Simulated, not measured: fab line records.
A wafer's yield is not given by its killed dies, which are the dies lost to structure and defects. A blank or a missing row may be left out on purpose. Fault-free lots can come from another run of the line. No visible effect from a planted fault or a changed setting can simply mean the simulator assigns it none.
What tool caused it?    flow gf180mcu    38 wafers from 13 lots sampled at 5 of the route's 602 steps

## WHAT THE GAUGES READ, wafer by wafer
GF_M4_THK_MEAS_06: measures by xrf. Usual: M4_ALCU_THK gives 452 nm (standard deviation 5.4).
lot   measured      on             M4_ALCU_THK (nm)  flag
L382  day 22 06:08  film-metro-04  448 448 452       
L383  day 22 16:56  film-metro-01  451 453 450       
L384  day 23 04:29  film-metro-01  450 450 449       
L385  day 23 08:40  film-metro-04  451 450 450       
L387  day 24 07:39  film-metro-02  452 454 447       
L388  day 24 15:04  film-metro-04  459 451 456       
L389  day 24 19:46  film-metro-01  452 448 450       
L390  day 25 07:58  film-metro-04  456 457 457       
L391  day 25 17:22  film-metro-01  443 444 452       
L392  day 26 00:33  film-metro-02  457 452 458       
L393  day 26 05:23  film-metro-04  457 457 451       
L394  day 26 11:28  film-metro-04  456 455 458       
L403  day 29 11:32  film-metro-02  448 450           

GF_PASSIVATION_THK_MEAS_01. Usual: PASSIVATION_CVD_00_THK gives 1005 nm (standard deviation 13).
lot   measured      on             PASSIVATION_CVD_00_THK (nm)  flag
L382  day 27 23:05  film-metro-04  1008 1017 1015               
L383  day 28 08:47  film-metro-02  992 1000 1016                
L384  day 28 18:19  film-metro-03  1000 985 1013                
L385  day 28 21:43  film-metro-02  985 997 1025                 
L387  day 29 15:59  film-metro-04  995 993 1002                 
L388  day 29 23:08  film-metro-04  1015 1009 1030               
L389  day 30 02:06  film-metro-04  989 1004 1010                
L390  day 30 12:06  film-metro-04  999 985 1010                 
L391  day 30 21:46  film-metro-04  998 996 1008                 
L392  day 31 03:37  film-metro-03  998 998 1019                 
L393  day 31 08:00  film-metro-04  986 967 983                  
L394  day 31 13:19  film-metro-04  1000 1009 1008               
L403  day 34 01:34  film-metro-02  1320 1023                    OFF

## WHICH TOOL RAN EACH LOT (tool, then ch and the chambers of the sampled wafers, then the start)
lot   GF_M3_SPUTTER_00              GF_V4_SPUTTER_22              GF_PASSIVATION_CVD_00
L382  pvd-sputter-01, day 20 03:33  pvd-sputter-02, day 24 06:20  pecvd-02 ch 1,2, day 27 23:00
L383  pvd-sputter-03, day 20 13:58  pvd-sputter-04, day 24 16:52  pecvd-01 ch 0,1,2, day 28 08:41
L384  pvd-sputter-01, day 21 02:31  pvd-sputter-04, day 25 03:39  pecvd-01 ch 0,2, day 28 18:14
L385  pvd-sputter-03, day 21 06:50  pvd-sputter-02, day 25 06:53  pecvd-02 ch 0,1,2, day 28 21:39
L387  pvd-sputter-01, day 22 06:13  pvd-sputter-04, day 26 04:03  pecvd-02 ch 1,2, day 29 15:54
L388  pvd-sputter-02, day 22 14:58  pvd-sputter-04, day 26 12:10  pecvd-03 ch 0,1, day 29 23:04
L389  pvd-sputter-01, day 22 21:11  pvd-sputter-04, day 26 15:38  pecvd-01 ch 0,1,2, day 30 02:00
L390  pvd-sputter-02, day 23 08:37  pvd-sputter-02, day 27 02:51  pecvd-02 ch 0,1, day 30 12:01
L391  pvd-sputter-02, day 23 18:44  pvd-sputter-04, day 27 13:05  pecvd-03 ch 0,2, day 30 21:41
L392  pvd-sputter-02, day 24 01:55  pvd-sputter-01, day 27 19:57  pecvd-03 ch 0,1,2, day 31 03:32
L393  pvd-sputter-01, day 24 07:40  pvd-sputter-01, day 28 00:14  pecvd-01 ch 0,2, day 31 07:55
L394  pvd-sputter-01, day 24 14:17  pvd-sputter-02, day 28 06:23  pecvd-01 ch 0,1,2, day 31 13:14
L403  pvd-sputter-01, day 27 17:33  pvd-sputter-04, day 31 02:13  pecvd-03 ch 0,1, day 34 01:30
- GF_M3_SPUTTER_00: material Ti, target thk 37.5 nm, time 150 s.
- GF_V4_SPUTTER_22: material TiN, target thk 10 nm, time 40 s.
- GF_PASSIVATION_CVD_00: deposits SiO2 from TEOS, target thk 1000 nm, time 111.95 s.

## AS READ BY THE TOOLS THEMSELVES (means over the sampled wafers that have a number; for cases with no such wafer, the mark the record gives instead)
GF_M3_SPUTTER_00. Usual: cathode-dc-power-W 4000.1 W, standard deviation 0.72; throttle-valve-pct 29.9 %, standard deviation 1.
lot   tool            cathode-dc-power-W (W)  throttle-valve-pct (%)  flag
L382  pvd-sputter-01  3999.2                  29.7                    
L383  pvd-sputter-03  4000.0                  30.1                    
L384  pvd-sputter-01  4000.0                  29.2                    
L385  pvd-sputter-03  4000.8                  30.4                    
L387  pvd-sputter-01  4000.7                  30.2                    
L388  pvd-sputter-02  4000.2                  28.7                    
L389  pvd-sputter-01  3999.9                  30.0                    
L390  pvd-sputter-02  3999.4                  29.9                    
L391  pvd-sputter-02  3999.3                  29.0                    
L392  pvd-sputter-02  4000.2                  30.0                    
L393  pvd-sputter-01  4000.1                  29.9                    
L394  pvd-sputter-01  4000.5                  30.5                    
L403  pvd-sputter-01  3999.7                  31.5                    

GF_V4_SPUTTER_22. Usual: cathode-dc-power-W 4000.1 W, standard deviation 0.78; throttle-valve-pct 29.8 %, standard deviation 0.98.
lot   tool            cathode-dc-power-W (W)  throttle-valve-pct (%)  flag
L382  pvd-sputter-02  4000.9                  29.8                    
L383  pvd-sputter-04  4000.5                  29.9                    
L384  pvd-sputter-04  3999.5                  29.3                    
L385  pvd-sputter-02  4000.3                  28.5                    
L387  pvd-sputter-04  4000.3                  30.8                    
L388  pvd-sputter-04  3999.9                  29.2                    
L389  pvd-sputter-04  3999.9                  30.0                    
L390  pvd-sputter-02  4000.0                  30.1                    
L391  pvd-sputter-04  4000.2                  29.9                    
L392  pvd-sputter-01  4000.1                  29.4                    
L393  pvd-sputter-01  4000.2                  29.9                    
L394  pvd-sputter-02  3999.4                  30.4                    
L403  pvd-sputter-04  3999.7                  30.5                    

GF_PASSIVATION_CVD_00. Usual: heater-power-w 700 W, standard deviation 160; run-length-s 140.0 s, standard deviation 0.44.
lot   tool      heater-power-w (W)  run-length-s (s)  flag
L382  pecvd-02  671                 140.1             
L383  pecvd-01  589                 140.1             
L384  pecvd-01  463                 140.0             
L385  pecvd-02  675                 139.9             
L387  pecvd-02  714                 140.3             
L388  pecvd-03  862                 139.6             
L389  pecvd-01  593                 140.0             
L390  pecvd-02  576                 139.9             
L391  pecvd-03  727                 140.0             
L392  pecvd-03  780                 140.0             
L393  pecvd-01  479                 140.4             
L394  pecvd-01  629                 139.9             
L403  pecvd-03  722                 155.6             OFF

## THE ANSWER, worked out from the rows above alone
Rule: lot off if the mean of its wafers having a number is beyond 3 standard deviations from the usual mean. Also off: a lot with no number at a reading for which 4 or more lots have one. Any other lot the step has rows for is counted as sound. The gauges are gone through in route order, then the tools' own readings, and for those a lot's mean is taken as printed above. At the first step where some lot is off, the reading lying furthest off is the one used; lots without a number count as furthest.
Off: L403, seen at GF_PASSIVATION_THK_MEAS_01 (PASSIVATION_CVD_00_THK).
If a tool, at a process step before that reading, ran all the lots that are off and no sound lot after the first of them, it fits. The gauges at GF_PASSIVATION_THK_MEAS_01 aren't tried: what is off there is off at GF_PASSIVATION_CVD_00 too, on other tools, and a gauge's error can't cause that. Can't be told from this: 3 tools fit, pvd-sputter-01 at GF_M3_SPUTTER_00, pvd-sputter-04 at GF_V4_SPUTTER_22, pecvd-03 at GF_PASSIVATION_CVD_00.

## WHAT THE SIMULATOR HAD INSERTED
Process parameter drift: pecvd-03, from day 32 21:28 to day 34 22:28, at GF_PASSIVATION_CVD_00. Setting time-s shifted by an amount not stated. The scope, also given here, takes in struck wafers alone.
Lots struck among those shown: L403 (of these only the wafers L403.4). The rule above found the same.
